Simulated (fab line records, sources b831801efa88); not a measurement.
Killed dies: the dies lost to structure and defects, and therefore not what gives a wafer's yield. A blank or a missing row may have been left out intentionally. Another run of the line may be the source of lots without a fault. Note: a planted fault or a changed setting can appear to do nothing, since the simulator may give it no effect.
fab line records	flow sfq-line
record lots=5	wafers=23
route steps=325 shown M2@92 M3@119 I3@141 M4@160 I4@168 JJ@180
start-h: hours from the record's first day to the start of the lot's first wafer shown	wait-h: hours from the lot's prior step to this one	" repeats the value in the row above	L1.1+2: several wafers, shown together as one row	- no value present, or no start provided	* or withheld: withheld	< > ~ a bound
route shown NAME@n: a module of which the file shows steps, and the number in the route of the first	usual: the fault-free wafers' mean and standard deviation	same: alike in all rows	chamber/n: place in a boat	sites: per-site readings	_std_site: the values' standard deviation	_edge_site: outer sites' mean less inner sites'	radius-mm: for every site, how far away it sits from the centre of the wafer	mask NAME#n: copy n	behind: the most recent tool/chamber to have shaped the wafer	hold: why the lot was held/for how many hours/how that ended	device: the n, p or np transistor that did not switch	end of line: the route-end tests of the same wafers	a step with no rows: only its recipe	killed: at the first sort, the dies lost to defects and structure; wafer yield is something else	map: the dies of a wafer, with x for killed, . for not killed, _ for no die there
set.NAME: the setting that was run; set.NAME@STEP: the one run at that earlier step	model.NAME: the simulator's own value behind a step, which no gauge read
lots where settings were altered on purpose, with a table for each step and a row for each wafer
## steps
# step SFQ_TRILAYER_M2_LITHO_COAT_062
# recipe resist=BARC	spin-rpm=3000	resist-thk-nm=62
lot.wafer	tool	chamber	start-h	wait-h	set.resist-thk-nm	model.BARC_of_TRILAYER_M2_LITHO_COAT_062.thk-nm
L074.2	litho-track-01	0	476.68	0.1	62	62.16
L074.3	"	0	"	"	59.13	59.26
L074.4	"	0	"	"	59.13	59.28
L074.5	"	0	"	"	62	62.15
L074.6	"	0	"	"	62	62.08
L078.1	litho-track-03	0	562.18	0.1	62	61.74
L078.3	"	0	"	"	62	61.76
L078.4	"	0	"	"	63.8	63.63
L078.5	"	0	"	"	63.8	63.59
L078.6	"	0	"	"	63.8	63.7
L079.1	litho-track-02	0	575.56	0.1	62	61.99
L079.2	"	0	"	"	62	61.92
L079.3	"	0	"	"	62	61.95
L079.5	"	0	"	"	62	61.97
L079.6	"	0	"	"	62	62.04
L081.2	litho-track-03	0	603.36	0.1	62	62.26
L081.3	"	0	"	"	62	62.13
L081.6	"	0	"	"	62	62.06
L084.1	litho-track-02	0	648.88	0.1	62	62.23
L084.2	"	0	"	"	62	62.2
L084.3	"	0	"	"	62	62.11
L084.4	"	0	"	"	62	62.12
L084.5	"	0	"	"	62	62.07
# step SFQ_TRILAYER_M2_LITHO_COAT_057
# recipe resist=KrF	spin-rpm=3037	resist-thk-nm=600
# step SFQ_TRILAYER_M2_LITHO_SOFTBAKE_061
# recipe temp-c=withheld	time-s=withheld	resist=KrF
# step SFQ_TRILAYER_M2_LITHO_DEVELOP_059
# recipe time-s=60	resist=KrF
# step SFQ_TRILAYER_M2_BARC_OPEN_METAL_ETCH_077
# recipe mask-material=PR	chemistry=O2	target-depth-nm=125	target=BARC	icp-w=600	bias-w=80	pressure-mtorr=10	time-s=41.7
lot.wafer	tool	chamber	start-h	wait-h	set.resist-thk-nm@TRILAYER_M2_LITHO_COAT_062	model.etch.depth-nm
L074.2+5	rie-metal-01	1	641.20	0.0	62	-
L074.3	"	1	"	"	59.13	59.26
L074.4	"	0	"	"	59.13	-
L074.6	"	0	"	"	62	62.08
L078.1	rie-metal-04	0	724.36	0.0	62	61.74
L078.3	"	0	"	"	62	-
L078.4	"	1	"	"	63.8	63.63
L078.5+6	"	1,0	"	"	63.8	-
L079.1+2+5	rie-metal-01	0,1,0	736.36	0.0	62	-
L079.3	"	0	"	"	62	61.95
L079.6	"	1	"	"	62	62.04
L081.2	rie-metal-02	0	757.52	0.0	62	62.26
L081.3	"	0	"	"	62	62.13
L081.6	"	1	"	"	62	62.06
L084.1	rie-metal-04	1	796.60	0.0	62	62.23
L084.2	"	0	"	"	62	62.2
L084.3	"	0	"	"	62	62.11
L084.4	"	1	"	"	62	62.12
L084.5	"	1	"	"	62	62.07
# step SFQ_TRILAYER_M3_DEP_SPUTTER_073
# recipe material=Nb	base-pressure-pa=1.33e-06	chamber-pressure-pa=0.1333	substrate-temp-c=20	resputter-cathode-voltage-v=400	target-thk-nm=200	power-w=2000	time-s=133.3
lot.wafer	tool	chamber	start-h	wait-h	set.power-w	model.Nb_of_TRILAYER_M3_DEP_SPUTTER_073.thk-nm
L074.2	pvd-sputter-06	-	649.81	0.0	2233	221.5
L074.3	"	-	"	"	2000	199.3
L074.4	"	-	"	"	2233	222.7
L074.5	"	-	"	"	2233	221.3
L074.6	"	-	"	"	2000	197.8
L078.1	pvd-sputter-06	-	881.03	0.0	2000	198.6
L078.3	"	-	"	"	2226	222.2
L078.4	"	-	"	"	2000	195.7
L078.5	"	-	"	"	2226	221
L078.6	"	-	"	"	2226	222.1
L079.1	pvd-sputter-06	-	893.76	0.0	1916	185.8
L079.2	"	-	"	"	1916	190.7
L079.3	"	-	"	"	1916	186.6
L079.5	"	-	"	"	2000	196.4
L079.6	"	-	"	"	2000	195.9
L081.2	pvd-sputter-03	-	911.76	0.0	2000	196.9
L081.3	"	-	"	"	2000	198.6
L081.6	"	-	"	"	2000	197.6
L084.1	pvd-sputter-06	-	949.93	0.0	2000	200.4
L084.2	"	-	"	"	2000	206.7
L084.3	"	-	"	"	2000	203.3
L084.4	"	-	"	"	2000	203.7
L084.5	"	-	"	"	2000	206.5
# step SFQ_M3_RS_MEAS_919
# recipe thk-meas-gauge=four-point-probe	reads=Nb_of_TRILAYER_M3_DEP_SPUTTER_073
# usual M3_NB_RS=0.896/0.013
lot.wafer	tool	chamber	start-h	wait-h	set.power-w@TRILAYER_M3_DEP_SPUTTER_073	M3_NB_RS[ohm/sq]
L074.2	film-metro-04	-	649.92	0.1	2233	0.804
L074.3	"	-	"	"	2000	0.894
L074.4	"	-	"	"	2233	0.799
L074.5	"	-	"	"	2233	0.805
L074.6	"	-	"	"	2000	0.903
L078.1	film-metro-03	-	881.12	0.0	2000	0.896
L078.3	"	-	"	"	2226	0.798
L078.4	"	-	"	"	2000	0.909
L078.5	"	-	"	"	2226	0.803
L078.6	"	-	"	"	2226	0.799
L079.1	film-metro-04	-	893.85	0.0	1916	0.959
L079.2	"	-	"	"	1916	0.935
L079.3	"	-	"	"	1916	0.955
L079.5	"	-	"	"	2000	0.906
L079.6	"	-	"	"	2000	0.910
L081.2	film-metro-03	-	911.87	0.1	2000	0.903
L081.3	"	-	"	"	2000	0.896
L081.6	"	-	"	"	2000	0.903
L084.1	film-metro-03	-	950.02	0.0	2000	0.889
L084.2	"	-	"	"	2000	0.861
L084.3	"	-	"	"	2000	0.877
L084.4	"	-	"	"	2000	0.873
L084.5	"	-	"	"	2000	0.861
# step SFQ_TRILAYER_M3_BARC_OPEN_METAL_ETCH_100
# recipe mask-material=PR	chemistry=O2	target-depth-nm=125	target=BARC	icp-w=600	bias-w=80	pressure-mtorr=10	time-s=41.7
lot.wafer	tool	chamber	start-h	wait-h	set.time-s	model.KrF_of_TRILAYER_M3_LITHO_COAT_075.thk-nm
L074.2	rie-metal-02	0	794.52	0.0	41.7	-
L074.3	"	1	"	"	41.7	520.9
L074.4+5	"	0	"	"	39.1	-
L074.6	"	1	"	"	39.1	523.3
L078.1	rie-metal-04	0	894.27	0.0	41.7	525.4
L078.3+6	"	1,0	"	"	41.7	-
L078.4	"	0	"	"	38.57	527.6
L078.5	"	1	"	"	38.57	-
L079.1	rie-metal-03	1	897.87	0.0	41.7	522.9
L079.2	"	0	"	"	41.7	521
L079.3	"	0	"	"	47.09	514.1
L079.5	"	1	"	"	47.09	516.1
L079.6	"	0	"	"	47.09	516.4
L081.2	rie-metal-04	0	914.91	0.0	41.7	523.8
L081.3	"	1	"	"	41.7	522.3
L081.6	"	0	"	"	41.7	522.2
L084.1	rie-metal-04	0	952.49	0.0	47.84	516.1
L084.2+4	"	1	"	"	41.7	524
L084.3	"	0	"	"	41.7	525.1
L084.5	"	0	"	"	47.84	518.7
# step SFQ_TRILAYER_M3_ETCH_METAL_ETCH_078
# recipe target=Nb	stop-on=SiO2	mask-material=PR	chemistry=Cl2/Ar	target-depth-nm=240	icp-w=600	bias-w=80	pressure-mtorr=10	time-s=120
# usual oes-product-au=0.891/0.0094
lot.wafer	tool	chamber	start-h	wait-h	set.power-w@TRILAYER_M3_DEP_SPUTTER_073	oes-product-au
L074.2	rie-metal-02	0	794.58	0.0	2233	0.955
L074.3	"	1	"	"	2000	0.897
L074.4	"	0	"	"	2233	0.948
L074.5	"	0	"	"	2233	0.945
L074.6	"	1	"	"	2000	0.881
L078.1	rie-metal-04	0	894.33	0.0	2000	0.890
L078.3	"	1	"	"	2226	0.951
L078.4	"	0	"	"	2000	0.873
L078.5	"	1	"	"	2226	0.951
L078.6	"	0	"	"	2226	0.953
L079.1	rie-metal-03	1	897.93	0.0	1916	0.853
L079.2	"	0	"	"	1916	0.874
L079.3	"	0	"	"	1916	0.854
L079.5	"	1	"	"	2000	0.888
L079.6	"	0	"	"	2000	0.876
L081.2	rie-metal-04	0	914.97	0.0	2000	0.884
L081.3	"	1	"	"	2000	0.881
L081.6	"	0	"	"	2000	0.892
L084.1	rie-metal-04	0	952.55	0.0	2000	0.886
L084.2	"	1	"	"	2000	0.911
L084.3	"	0	"	"	2000	0.902
L084.4	"	1	"	"	2000	0.903
L084.5	"	0	"	"	2000	0.919
# step SFQ_TRILAYER_I3_VIA_LITHO_PEB_088
# recipe peb-temp-c=115	peb-time-s=60	resist=KrF
lot.wafer	tool	chamber	start-h	wait-h	set.peb-temp-c
L074.2+3+4+5+6	litho-track-03	0	815.30	0.8	115
L078.1+6	litho-track-03	0	912.18	1.0	118
L078.3+4+5	"	0	"	"	115
L079.1+2+3+5+6	litho-track-04	0	916.98	1.0	115
L081.2+3+6	litho-track-04	0	1065.26	0.8	115
L084.1+3+5	litho-track-03	0	1101.36	1.0	112.8
L084.2+4	"	0	"	"	115
# step SFQ_TRILAYER_I3_VIA_LITHO_DEVELOP_087
# recipe time-s=60	resist=KrF
# step SFQ_TRILAYER_I3_VIA_BARC_OPEN_VIA_ETCH_121
# recipe mask-material=PR	chemistry=O2	target-depth-nm=125	target=BARC	source-w=500	bias-w=80	pressure-mtorr=30	time-s=41.7
lot.wafer	tool	chamber	start-h	wait-h	set.peb-temp-c@TRILAYER_I3_VIA_LITHO_PEB_088	model.I3.cd-nm
L074.2+5	rie-diel-03	0,1	815.61	0.0	115	500.7
L074.3	"	3	"	"	115	501.8
L074.4	"	1	"	"	115	500.6
L074.6	"	2	"	"	115	499.4
L078.1	rie-diel-03	0	912.51	0.0	118	551.3
L078.3	"	1	"	"	115	499.7
L078.4	"	3	"	"	115	501.5
L078.5	"	3	"	"	115	501.3
L078.6	"	2	"	"	118	548.9
L079.1	rie-diel-01	3	917.31	0.0	115	499.8
L079.2	"	1	"	"	115	501.2
L079.3	"	0	"	"	115	499.3
L079.5	"	0	"	"	115	500.4
L079.6	"	3	"	"	115	500.5
L081.2	rie-diel-03	0	1065.57	0.0	115	502
L081.3	"	2	"	"	115	504.1
L081.6	"	3	"	"	115	503.2
L084.1	rie-diel-03	1	1101.69	0.0	112.8	457.4
L084.2	"	3	"	"	115	502.5
L084.3	"	2	"	"	112.8	457.5
L084.4	"	0	"	"	115	499.3
L084.5	"	0	"	"	112.8	457.2
# step SFQ_TRILAYER_I3_VIA_ETCH_VIA_ETCH_088
# recipe target=SiO2	stop-on=Nb	mask-material=PR	taper-deg=20	chemistry=CHF3	target-depth-nm=260	source-w=500	bias-w=80	pressure-mtorr=30	time-s=withheld
lot.wafer	tool	chamber	start-h	wait-h	set.source-w	set.peb-temp-c@TRILAYER_I3_VIA_LITHO_PEB_088	model.I3.cd-nm
L074.2	rie-diel-03	0	815.65	0.0	500	115	501.3
L074.3	"	3	"	"	500	115	505
L074.4	"	1	"	"	461.5	115	503.4
L074.5	"	1	"	"	500	115	503.6
L074.6	"	2	"	"	461.5	115	503.2
L078.1	rie-diel-03	0	912.55	0.0	454.1	118	552.3
L078.3	"	1	"	"	454.1	115	498.8
L078.4	"	3	"	"	454.1	115	499.5
L078.5	"	3	"	"	500	115	500.3
L078.6	"	2	"	"	500	118	550
L079.1	rie-diel-01	3	917.35	0.0	455.7	115	499.2
L079.2	"	1	"	"	455.7	115	498.1
L079.3	"	0	"	"	500	115	499.1
L079.5	"	0	"	"	500	115	500.8
L079.6	"	3	"	"	455.7	115	499.3
L081.2	rie-diel-03	0	1065.61	0.0	500	115	499.6
L081.3	"	2	"	"	500	115	505.1
L081.6	"	3	"	"	500	115	501.1
L084.1	rie-diel-03	1	1101.73	0.0	500	112.8	459.6
L084.2	"	3	"	"	500	115	502.2
L084.3	"	2	"	"	552.3	112.8	459.4
L084.4	"	0	"	"	552.3	115	499.8
L084.5	"	0	"	"	500	112.8	457.4
# step SFQ_TRILAYER_M4_ETCH_METAL_ETCH_096
# recipe target=Nb	stop-on=SiO2	mask-material=PR	chemistry=Cl2/Ar	target-depth-nm=240	icp-w=600	bias-w=80	pressure-mtorr=10	time-s=120
lot.wafer	tool	chamber	start-h	wait-h	set.time-s	model.KrF_of_TRILAYER_M4_LITHO_COAT_093.thk-nm
L074.2	rie-metal-01	0	951.43	0.0	120	384.7
L074.3	"	1	"	"	135.4	366.4
L074.4	"	0	"	"	120	383.5
L074.5	"	1	"	"	135.4	364.9
L074.6	"	0	"	"	120	383.6
L078.1	rie-metal-04	1	1047.50	0.0	111	397.6
L078.3	"	0	"	"	111	395.9
L078.4	"	1	"	"	120	388.5
L078.5	"	1	"	"	111	398.2
L078.6	"	0	"	"	120	380.9
L079.1	rie-metal-01	0	1048.83	0.0	120	386.1
L079.2	"	1	"	"	120	389.3
L079.3	"	1	"	"	120	387
L079.5	"	0	"	"	120	386.5
L079.6	"	1	"	"	120	391.8
L081.2	rie-metal-04	0	1190.44	0.0	120	384.6
L081.3	"	0	"	"	120	386.6
L081.6	"	1	"	"	120	390.2
L084.1	rie-metal-01	0	1224.04	0.0	137.8	366.3
L084.2	"	1	"	"	120	385.9
L084.3	"	0	"	"	120	385.3
L084.4	"	1	"	"	137.8	363.5
L084.5	"	1	"	"	120	384.6
# step SFQ_TRILAYER_I4_VIA_LITHO_COAT_103
# recipe resist=KrF	spin-rpm=3000	resist-thk-nm=650
lot.wafer	tool	chamber	start-h	wait-h	set.resist-thk-nm	model.KrF_of_TRILAYER_I4_VIA_LITHO_COAT_103.thk-nm
L074.2	litho-track-04	0	965.32	0.2	650	649.9
L074.3	"	0	"	"	650	648.6
L074.4	"	0	"	"	650	650.4
L074.5	"	0	"	"	621.4	621.5
L074.6	"	0	"	"	621.4	619.6
L078.1	litho-track-04	0	1053.31	0.2	611.9	610.8
L078.3	"	0	"	"	650	650.7
L078.4	"	0	"	"	611.9	615.1
L078.5	"	0	"	"	650	649.9
L078.6	"	0	"	"	650	647.6
L079.1	litho-track-03	0	1056.31	0.2	636.2	636.4
L079.2	"	0	"	"	650	651
L079.3	"	0	"	"	636.2	637.6
L079.5	"	0	"	"	650	650.7
L079.6	"	0	"	"	650	650.6
L081.2	litho-track-03	0	1196.32	0.2	650	647.8
L081.3	"	0	"	"	650	649.6
L081.6	"	0	"	"	650	650.5
L084.1	litho-track-01	0	1229.64	0.2	628.7	627.2
L084.2	"	0	"	"	628.7	626.7
L084.3	"	0	"	"	628.7	626.9
L084.4	"	0	"	"	650	649.4
L084.5	"	0	"	"	650	646.4
# step SFQ_TRILAYER_I4_VIA_BARC_OPEN_VIA_ETCH_146
# recipe mask-material=PR	chemistry=O2	target-depth-nm=125	target=BARC	source-w=500	bias-w=80	pressure-mtorr=30	time-s=41.7
lot.wafer	tool	chamber	start-h	wait-h	set.time-s
L074.2+3+4+5+6	rie-diel-01	0,1,2,2,1	1100.49	0.0	41.7
L078.1+3+6	rie-diel-01	2,0,0	1175.49	0.0	41.7
L078.4+5	"	3,1	"	"	39.18
L079.1+2+5	rie-diel-02	2,3,2	1177.99	0.0	41.7
L079.3+6	"	1	"	"	47.05
L081.2+3+6	rie-diel-01	3,1,3	1198.26	0.0	41.7
L084.1+2	rie-diel-03	3,2	1231.75	0.0	41.7
L084.3+4+5	"	1,3,1	"	"	35.7
# step SFQ_TRILAYER_I4_VIA_ETCH_VIA_ETCH_106
# recipe target=SiO2	stop-on=Nb	mask-material=PR	taper-deg=20	chemistry=CHF3	target-depth-nm=260	source-w=500	bias-w=80	pressure-mtorr=30	time-s=withheld
lot.wafer	tool	chamber	start-h	wait-h	set.resist-thk-nm@TRILAYER_I4_VIA_LITHO_COAT_103	model.KrF_of_TRILAYER_I4_VIA_LITHO_COAT_103.thk-nm
L074.2	rie-diel-01	0	1100.53	0.0	650	526.3
L074.3	"	1	"	"	650	526.1
L074.4	"	2	"	"	650	528.5
L074.5	"	2	"	"	621.4	500.2
L074.6	"	1	"	"	621.4	497.6
L078.1	rie-diel-01	2	1175.53	0.0	611.9	490.2
L078.3	"	0	"	"	650	527.3
L078.4	"	3	"	"	611.9	497.2
L078.5	"	1	"	"	650	528.7
L078.6	"	0	"	"	650	524.4
L079.1	rie-diel-02	2	1178.03	0.0	636.2	513.1
L079.2	"	3	"	"	650	528.9
L079.3	"	1	"	"	636.2	509
L079.5	"	2	"	"	650	527.1
L079.6	"	1	"	"	650	521.6
L081.2	rie-diel-01	3	1198.30	0.0	650	525.6
L081.3	"	1	"	"	650	525.9
L081.6	"	3	"	"	650	528.3
L084.1	rie-diel-03	3	1231.79	0.0	628.7	505.3
L084.2	"	2	"	"	628.7	503.6
L084.3	"	1	"	"	628.7	512.9
L084.4	"	3	"	"	650	535.2
L084.5	"	1	"	"	650	532.6
# step SFQ_TRILAYER_JJ_TRILAYER_DEP_SPUTTER_110
# recipe material=Al	base-pressure-pa=1.33e-06	target-thk-nm=8	power-w=500	time-s=10	chamber-pressure-pa=0.4
lot.wafer	tool	chamber	start-h	wait-h	set.time-s	model.Al_of_TRILAYER_JJ_TRILAYER_DEP_SPUTTER_110.thk-nm
L074.2	pvd-sputter-05	-	1101.52	0.0	11.17	8.982
L074.3	"	-	"	"	10	7.966
L074.4	"	-	"	"	10	7.997
L074.5	"	-	"	"	10	7.973
L074.6	"	-	"	"	11.17	8.787
L078.1	pvd-sputter-05	-	1176.52	0.0	10	8.229
L078.3	"	-	"	"	10.8	8.907
L078.4	"	-	"	"	10.8	8.933
L078.5	"	-	"	"	10	8.248
L078.6	"	-	"	"	10	8.251
L079.1	pvd-sputter-04	-	1179.02	0.0	9.279	7.414
L079.2+6	"	-	"	"	10	7.843
L079.3	"	-	"	"	9.279	7.068
L079.5	"	-	"	"	9.279	7.395
L081.2	pvd-sputter-06	-	1199.89	0.0	10	7.931
L081.3	"	-	"	"	10	8.092
L081.6	"	-	"	"	10	7.764
L084.1	pvd-sputter-06	-	1232.78	0.0	10	7.657
L084.2	"	-	"	"	10	7.455
L084.3	"	-	"	"	10	7.914
L084.4	"	-	"	"	10	7.812
L084.5	"	-	"	"	10	7.847
# step SFQ_TRILAYER_JJ_CE_LITHO_COAT_114
# recipe resist=KrF	spin-rpm=3000	resist-thk-nm=600
lot.wafer	tool	chamber	start-h	wait-h	set.spin-rpm	model.KrF_of_TRILAYER_JJ_CE_LITHO_COAT_114.thk-nm
L074.2+5	litho-track-02	0	1103.15	0.2	3069	591.5
L074.3	"	0	"	"	3000	599.7
L074.4	"	0	"	"	3000	599.2
L074.6	"	0	"	"	3069	593.6
L078.1+5	litho-track-04	0	1178.10	0.2	3000	600.7
L078.3	"	0	"	"	2940	606.2
L078.4	"	0	"	"	2940	607.1
L078.6	"	0	"	"	2940	605.5
L079.1	litho-track-02	0	1180.60	0.2	3000	599.8
L079.2	"	0	"	"	2815	619.5
L079.3	"	0	"	"	3000	598.9
L079.5	"	0	"	"	2815	617.3
L079.6	"	0	"	"	3000	599.6
L081.2	litho-track-02	0	1201.52	0.2	3000	599
L081.3	"	0	"	"	3000	597.6
L081.6	"	0	"	"	3000	598.2
L084.1	litho-track-02	0	1234.36	0.2	3000	602.6
L084.2	"	0	"	"	3000	602.9
L084.3	"	0	"	"	3000	603.5
L084.4	"	0	"	"	3000	603.7
L084.5	"	0	"	"	3000	604.8
# step SFQ_TRILAYER_JJ_CE_LITHO_SOFTBAKE_118
# recipe temp-c=withheld	time-s=withheld	resist=KrF
# step SFQ_TRILAYER_JJ_CE_LITHO_EXPOSE_115
# recipe mask-id=J5	na=0.6	source-shape=conventional	sigma-outer=0.65	target-cd-nm=700	dose-mj=14.4
# step SFQ_TRILAYER_JJ_CE_METRO_MEASURE_117
# step SFQ_TRILAYER_JJ_CE_BARC_OPEN_RIE_150
# recipe mask-material=PR	chemistry=O2	target-depth-nm=240	target=BARC	icp-w=600	bias-w=80	pressure-mtorr=10.13	time-s=80
# step SFQ_TRILAYER_JJ_CE_ETCH_RIE_118
# recipe target=Nb	stop-on=Al2O3	mask-material=PR	taper-deg=13.257	over-etch-frac=0.15	time-s=97.7	chemistry=SF6	target-depth-nm=170	icp-w=600	bias-w=80	pressure-mtorr=10
lot.wafer	tool	chamber	start-h	wait-h	set.spin-rpm@TRILAYER_JJ_CE_LITHO_COAT_114	model.KrF_of_TRILAYER_JJ_CE_LITHO_COAT_114.thk-nm
L074.2	rie-metal-02	0	1224.07	0.1	3069	468.1
L074.3	"	0	"	"	3000	475.2
L074.4	"	1	"	"	3000	473.2
L074.5	"	0	"	"	3069	468
L074.6	"	1	"	"	3069	468.7
L078.1+5	rie-metal-04	0	1303.65	0.1	3000	476.7
L078.3	"	1	"	"	2940	486.2
L078.4	"	0	"	"	2940	482.9
L078.6	"	1	"	"	2940	484.9
L079.1	rie-metal-03	1	1307.39	0.1	3000	475.8
L079.2	"	0	"	"	2815	495.6
L079.3	"	0	"	"	3000	475.1
L079.5	"	0	"	"	2815	493.4
L079.6	"	1	"	"	3000	475.4
L081.2	rie-metal-02	1	1327.75	0.1	3000	472.3
L081.3	"	0	"	"	3000	472.9
L081.6	"	1	"	"	3000	471.7
L084.1	rie-metal-04	1	1362.56	0.1	3000	482.9
L084.2	"	0	"	"	3000	477.8
L084.3	"	1	"	"	3000	483.5
L084.4	"	0	"	"	3000	480.3
L084.5	"	0	"	"	3000	480.7
## key
split step=SFQ_TRILAYER_M2_LITHO_COAT_062	setting=resist-thk-nm	stated=62	by=wafer
response step=SFQ_TRILAYER_M2_LITHO_COAT_062	reading=model.BARC_of_TRILAYER_M2_LITHO_COAT_062.thk-nm	change=+0.627	per=1%	r=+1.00
response step=SFQ_TRILAYER_M2_BARC_OPEN_METAL_ETCH_077	reading=model.etch.depth-nm	change=+0.621	per=1%	r=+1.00
split step=SFQ_TRILAYER_M3_DEP_SPUTTER_073	setting=power-w	stated=2000	by=wafer
response step=SFQ_TRILAYER_M3_DEP_SPUTTER_073	reading=model.Nb_of_TRILAYER_M3_DEP_SPUTTER_073.thk-nm	change=+2.08	per=1%	r=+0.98
response step=SFQ_M3_RS_MEAS_919	reading=M3_NB_RS	change=-0.0087	per=1%	r=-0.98
response step=SFQ_TRILAYER_M3_ETCH_METAL_ETCH_078	reading=oes-product-au	change=+0.00566	per=1%	r=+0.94
split step=SFQ_TRILAYER_M3_BARC_OPEN_METAL_ETCH_100	setting=time-s	stated=41.7	by=wafer
response step=SFQ_TRILAYER_M3_BARC_OPEN_METAL_ETCH_100	reading=model.KrF_of_TRILAYER_M3_LITHO_COAT_075.thk-nm	change=-0.469	per=1%	r=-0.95
split step=SFQ_TRILAYER_I3_VIA_LITHO_PEB_088	setting=peb-temp-c	stated=115	by=wafer
response step=SFQ_TRILAYER_I3_VIA_BARC_OPEN_VIA_ETCH_121	reading=model.I3.cd-nm	change=+20.2	per=1%	r=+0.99
response step=SFQ_TRILAYER_I3_VIA_ETCH_VIA_ETCH_088	reading=model.I3.cd-nm	change=+20.6	per=1%	r=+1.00
split step=SFQ_TRILAYER_I3_VIA_ETCH_VIA_ETCH_088	setting=source-w	stated=500	by=wafer
response none clear
split step=SFQ_TRILAYER_M4_ETCH_METAL_ETCH_096	setting=time-s	stated=120	by=wafer
response step=SFQ_TRILAYER_M4_ETCH_METAL_ETCH_096	reading=model.KrF_of_TRILAYER_M4_LITHO_COAT_093.thk-nm	change=-1.43	per=1%	r=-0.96
split step=SFQ_TRILAYER_I4_VIA_LITHO_COAT_103	setting=resist-thk-nm	stated=650	by=wafer
response step=SFQ_TRILAYER_I4_VIA_LITHO_COAT_103	reading=model.KrF_of_TRILAYER_I4_VIA_LITHO_COAT_103.thk-nm	change=+6.38	per=1%	r=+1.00
response step=SFQ_TRILAYER_I4_VIA_ETCH_VIA_ETCH_106	reading=model.KrF_of_TRILAYER_I4_VIA_LITHO_COAT_103.thk-nm	change=+6.33	per=1%	r=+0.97
split step=SFQ_TRILAYER_I4_VIA_BARC_OPEN_VIA_ETCH_146	setting=time-s	stated=41.7	by=wafer
response none clear
split step=SFQ_TRILAYER_JJ_TRILAYER_DEP_SPUTTER_110	setting=time-s	stated=10	by=wafer
response step=SFQ_TRILAYER_JJ_TRILAYER_DEP_SPUTTER_110	reading=model.Al_of_TRILAYER_JJ_TRILAYER_DEP_SPUTTER_110.thk-nm	change=+0.079	per=1%	r=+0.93
split step=SFQ_TRILAYER_JJ_CE_LITHO_COAT_114	setting=spin-rpm	stated=3000	by=wafer
response step=SFQ_TRILAYER_JJ_CE_LITHO_COAT_114	reading=model.KrF_of_TRILAYER_JJ_CE_LITHO_COAT_114.thk-nm	change=-3.05	per=1%	r=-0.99
response step=SFQ_TRILAYER_JJ_CE_ETCH_RIE_118	reading=model.KrF_of_TRILAYER_JJ_CE_LITHO_COAT_114.thk-nm	change=-3.11	per=1%	r=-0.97
